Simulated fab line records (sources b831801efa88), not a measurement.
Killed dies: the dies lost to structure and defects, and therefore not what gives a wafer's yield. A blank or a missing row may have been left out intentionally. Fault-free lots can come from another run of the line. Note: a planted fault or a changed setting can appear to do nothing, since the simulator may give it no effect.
Chamber matching || flow sky130 || cmp-01 running SKY_VIA3_CMP_02: 4 sister chambers
The step polishes SiO2. 4 wafers are shown with their chamber, then 11 later ones without.

## WAFERS PAIRED WITH THEIR CHAMBERS
{"wafer": "L086.5", "chamber": 3, "motorCurrentA (A)": 10.9}
{"wafer": "L089.1", "chamber": 0, "motorCurrentA (A)": 14.4}
{"wafer": "L089.5", "chamber": 2, "motorCurrentA (A)": 10.7}
{"wafer": "L090.3", "chamber": 1, "motorCurrentA (A)": 12.2}

## WAFERS WITHOUT THEIR CHAMBER
{"wafer": "L090.4", "motorCurrentA (A)": 11.6}
{"wafer": "L090.5", "motorCurrentA (A)": 12.4}
{"wafer": "L092.1", "motorCurrentA (A)": 11.3}
{"wafer": "L092.5", "motorCurrentA (A)": 12.7}
{"wafer": "L092.6", "motorCurrentA (A)": 14.6}
{"wafer": "L094.2", "motorCurrentA (A)": 15.2}
{"wafer": "L094.3", "motorCurrentA (A)": 12.1}
{"wafer": "L094.4", "motorCurrentA (A)": 11.0}
{"wafer": "L095.1", "motorCurrentA (A)": 11.4}
{"wafer": "L095.4", "motorCurrentA (A)": 12.1}
{"wafer": "L095.5", "motorCurrentA (A)": 11.6}

## EACH ONE'S CHAMBER
{"wafer": "L090.4", "from the rows above": "can't be placed: 1 or 3 or 2", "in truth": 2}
{"wafer": "L090.5", "from the rows above": 1, "in truth": 1}
{"wafer": "L092.1", "from the rows above": "can't be placed: 3 or 2 or 1", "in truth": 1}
{"wafer": "L092.5", "from the rows above": 1, "in truth": 1}
{"wafer": "L092.6", "from the rows above": 0, "in truth": 0}
{"wafer": "L094.2", "from the rows above": 0, "in truth": 0}
{"wafer": "L094.3", "from the rows above": 1, "in truth": 1}
{"wafer": "L094.4", "from the rows above": "can't be placed: 3 or 2", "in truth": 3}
{"wafer": "L095.1", "from the rows above": "can't be placed: 3 or 2 or 1", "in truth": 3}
{"wafer": "L095.4", "from the rows above": 1, "in truth": 1}
{"wafer": "L095.5", "from the rows above": "can't be placed: 1 or 3 or 2", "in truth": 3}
Correctly placed: 6 of 11. Unplaceable from these rows: 5, with the true chamber sitting among the candidates in 5. Number placed wrongly: 0.
How it was worked out, from the rows above alone: a wafer's distance from a chamber is the root of the sum, over the readings, of the square of ((its reading less the chamber's mean) divided by the reading's scatter). If the next closest chamber is less than 2 further off than the closest, the wafer can't be placed; otherwise it belongs to the closest. For every chamber, the mean is computed from those of its wafers that are shown. The scatter: root of mean squared gap, hidden wafer to nearest shown wafer, with one shown wafer a chamber.
